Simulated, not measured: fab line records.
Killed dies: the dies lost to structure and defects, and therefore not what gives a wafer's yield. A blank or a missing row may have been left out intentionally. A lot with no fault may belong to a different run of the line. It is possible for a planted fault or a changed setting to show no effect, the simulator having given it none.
Problem report in the 8D (eight disciplines) form, filled by code | flow sky130 | the parts of the form that need people (team, actions taken, sign-off) are left out

1. PROBLEM STATEMENT
Across 6 wafers from 2 lots, NWELL_2_TW at SKY_NWELL_TW_MEAS_26 averages 519, while fault-free wafers read 495 with a standard deviation of 3.5. That puts it +6.9 standard deviations away from the usual mean.
Seen first at day 10 10:47 on film metro-01, wafer L119.2. The record holds 39 wafers of 13 lots with a number at this step. The rule behind "out" and "out of limits": a value lying over 4 standard deviations away from the usual mean. Any other wafer with a number is counted as sound.

2. WHAT IT IS AND WHAT IT IS NOT
question                    | is                     | is not
which readings at this step | NWELL_2_TW             | -
which lots                  | L119, L120             | L100, L101, L102, L105, L107, L109, L110, L111, L112, L113, L121
which wafers of those lots  | all that have a number | -
read on which gauges        | film metro-01          | film metro-02, film metro-03
when                        | from day 10 10:47      | up to then (30 sound wafers); but 3 sound wafers of L121 came after

3. SUSPECTS, AND WHAT RULES EACH OUT
Counting: any tool at a process step up to the reading is kept as a suspect provided that every lot that is out went through it and no sound lot did after the first of them.
- the gauge at SKY_NWELL_TW_MEAS_26 has been ruled out. All the wafers that are out were read on film metro-01, but those of them that SKY_NWELL_IMPLANT_24 has rows for are out there too, on other tools.
- implanter-03 at SKY_NWELL_IMPLANT_24: kept. It processed each lot that is out, first L119 at day 10 10:32, and no sound lot thereafter; up to then, the last sound lot it processed was L113 at day 8 18:58. Its own readings are out on those wafers: dose ions cm2, faraday current uA.
The count leaves implanter-03 at SKY_NWELL_IMPLANT_24.

4. THE CAUSE (what the simulator had put in)
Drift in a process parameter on implanter-03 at SKY_NWELL_IMPLANT_24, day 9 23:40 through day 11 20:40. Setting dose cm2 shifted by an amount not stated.
Counting left only this tool.

5. THE EFFECT CHAIN, in route order
One row per reading whose mean, taken over the struck wafers that have a number, lies over 3 standard deviations from the usual. Readings are gone through only where the record gives a usual standard deviation; hours: the median, over the lots, of the time from a lot's start at the first step in this table giving one to that lot's start at this step; sigmas: the change measured in usual standard deviations.
hours | step                 | reading            | usual     | on struck wafers | change     | sigmas
0     | SKY_NWELL_IMPLANT_24 | dose ions cm2      | 9.201e+12 | 1.106e+13        | +1.861e+12 | +99 or more
0     | SKY_NWELL_IMPLANT_24 | faraday current uA | 51.8      | 62.2             | +10.4      | +10
0     | SKY_NWELL_TW_MEAS_26 | NWELL_2_TW         | 495       | 519              | +24        | +6.9
Here are the process steps it includes:
- SKY_NWELL_IMPLANT_24
Later steps that measure or inspect, where all struck wafers having a row at the step show a number for every such reading and not one has moved that far: SKY_NWELL_RS_MEAS_31.

6. HOW IT WOULD HAVE BEEN CAUGHT EARLIER
In this record the first reading out of limits at a measuring or inspecting step was taken at day 10 10:47, 11 hours after the fault began at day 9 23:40.
The tool's own readings at SKY_NWELL_IMPLANT_24 were out on every struck wafer that the step has a row for (dose ions cm2, faraday current uA): an alarm limit on them would have fired on the first of those.
L120, from the lots that are out (2), started SKY_NWELL_IMPLANT_24 on implanter-03 later than day 10 10:47. A tool hold placed at that time would have kept it from harm.
